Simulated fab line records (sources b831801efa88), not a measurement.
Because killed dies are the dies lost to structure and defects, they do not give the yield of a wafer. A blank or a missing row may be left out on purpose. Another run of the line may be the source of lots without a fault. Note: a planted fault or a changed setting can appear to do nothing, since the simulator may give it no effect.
Matching of chambers :: flow sky130 :: SKY_CAPM_CVD_00 on pecvd-03 has 3 sister chambers
The step deposits SiO2, target thk 15.5 nm. 6 wafers are shown with their chamber, then 12 later ones without.

## WAFERS WITH THEIR CHAMBER
wafer: L090.1
chamber: 0
heater power w (W): 490

wafer: L090.2
chamber: 1
heater power w (W): 685

wafer: L090.3
chamber: 2
heater power w (W): 706

wafer: L090.4
chamber: 2
heater power w (W): 717

wafer: L090.5
chamber: 1
heater power w (W): 682

wafer: L090.6
chamber: 0
heater power w (W): 483

## WAFERS MISSING THEIR CHAMBER
wafer: L093.1
heater power w (W): 516

wafer: L093.2
heater power w (W): 722

wafer: L093.4
heater power w (W): 642

wafer: L094.1
heater power w (W): 474

wafer: L094.2
heater power w (W): 730

wafer: L094.6
heater power w (W): 726

wafer: L094.3
heater power w (W): 712

wafer: L094.4
heater power w (W): 479

wafer: L094.5
heater power w (W): 484

wafer: L095.1
heater power w (W): 702

wafer: L095.2
heater power w (W): 600

wafer: L095.3
heater power w (W): 507

## WHICH CHAMBER EACH WENT THROUGH
wafer: L093.1
from the rows above: 0
in truth: 0

wafer: L093.2
from the rows above: 2
in truth: 2

wafer: L093.4
from the rows above: 1
in truth: 1

wafer: L094.1
from the rows above: 0
in truth: 0

wafer: L094.2
from the rows above: 2
in truth: 2

wafer: L094.6
from the rows above: 2
in truth: 2

wafer: L094.3
from the rows above: 2
in truth: 2

wafer: L094.4
from the rows above: 0
in truth: 0

wafer: L094.5
from the rows above: 0
in truth: 0

wafer: L095.1
from the rows above: can't be placed: 2 or 1
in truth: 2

wafer: L095.2
from the rows above: 1
in truth: 1

wafer: L095.3
from the rows above: 0
in truth: 0
11 of 12 placed correctly. Unplaceable from these rows: 1, with the true chamber sitting among the candidates in 1. Wrongly placed: 0.
How it was worked out, from the rows above alone: a wafer's distance from a chamber is the root of the sum, over the readings, of the square of ((its reading less the chamber's mean) divided by the reading's scatter). The wafer belongs to the nearest chamber; if the next one is less than 2 further off, it can't be placed. A chamber's mean is the mean of its shown wafers. The scatter: the root of (the sum of the squares of (reading less its chamber's mean) over the shown wafers, divided by (wafers less chambers)).
